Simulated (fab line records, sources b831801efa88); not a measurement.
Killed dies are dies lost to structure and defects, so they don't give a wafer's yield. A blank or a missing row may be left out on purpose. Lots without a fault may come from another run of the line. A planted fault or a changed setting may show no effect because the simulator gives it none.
One fault seen from 2 desks | flow gf180mcu | each desk has only its own numbers; what lay behind them comes last

THE TOOL OWNER'S DESK: cmp-01
The tool's own readings at GF_V3_CMP_04 (polishes SiO2): means of the sampled wafers that have a number, for each lot that ran on this tool. A lot is out of limits, marked OUT, if its mean lies more than 4 standard deviations from the usual mean; the brackets give that distance.
Columns: A = edge_zone_pressure_frac at GF_V3_CMP_04, usual 0.999; B = motor_current_A at GF_V3_CMP_04, usual 11.6 A; C = time_to_endpoint_s at GF_V3_CMP_04, usual 81 s
lot  | first seen here | A     | B    | C
L502 | day 21 03:45    | 0.997 | 12.0 | 84
L506 | day 22 16:51    | 0.995 | 12.0 | 74
L507 | day 23 08:29    | 0.999 | 11.5 | 80
L509 | day 24 07:55    | 1.002 | 11.2 | 81
L511 | day 25 02:11    | 0.999 | 12.5 | 76
L512 | day 25 19:53    | 1.004 | 11.2 | 82
L513 | day 26 02:17    | 0.995 | 12.0 | 72
This desk's finding: nothing out of limits on any of the 7 lots.

THE METROLOGY DESK
What the gauges read, lot by lot, whatever tool the lot ran on: means of the sampled wafers that have a number. A lot is out of limits, marked OUT, if its mean lies more than 4 standard deviations from the usual mean; the brackets give that distance.
Columns: A = V3_CVD_00_THK at GF_V3_THK_MEAS_01, usual 600 nm
lot  | first seen here | A
L501 | day 20 22:48    | 588
L502 | day 21 03:34    | 592
L503 | day 21 13:51    | 594
L504 | day 22 05:16    | 600
L506 | day 22 16:40    | 597
L507 | day 23 08:19    | 599
L508 | day 23 13:44    | 600
L509 | day 24 07:43    | 612
L510 | day 24 21:34    | 609
L511 | day 25 01:55    | 607
L512 | day 25 19:35    | 596
L513 | day 26 02:06    | 603
L515 | day 26 14:36    | 609
This desk's finding: nothing out of limits on any of the 13 lots.

PUT TOGETHER
The tool owner's desk saw nothing out of limits.
The metrology desk saw nothing out of limits.

WHAT THE SIMULATOR HAD PUT IN
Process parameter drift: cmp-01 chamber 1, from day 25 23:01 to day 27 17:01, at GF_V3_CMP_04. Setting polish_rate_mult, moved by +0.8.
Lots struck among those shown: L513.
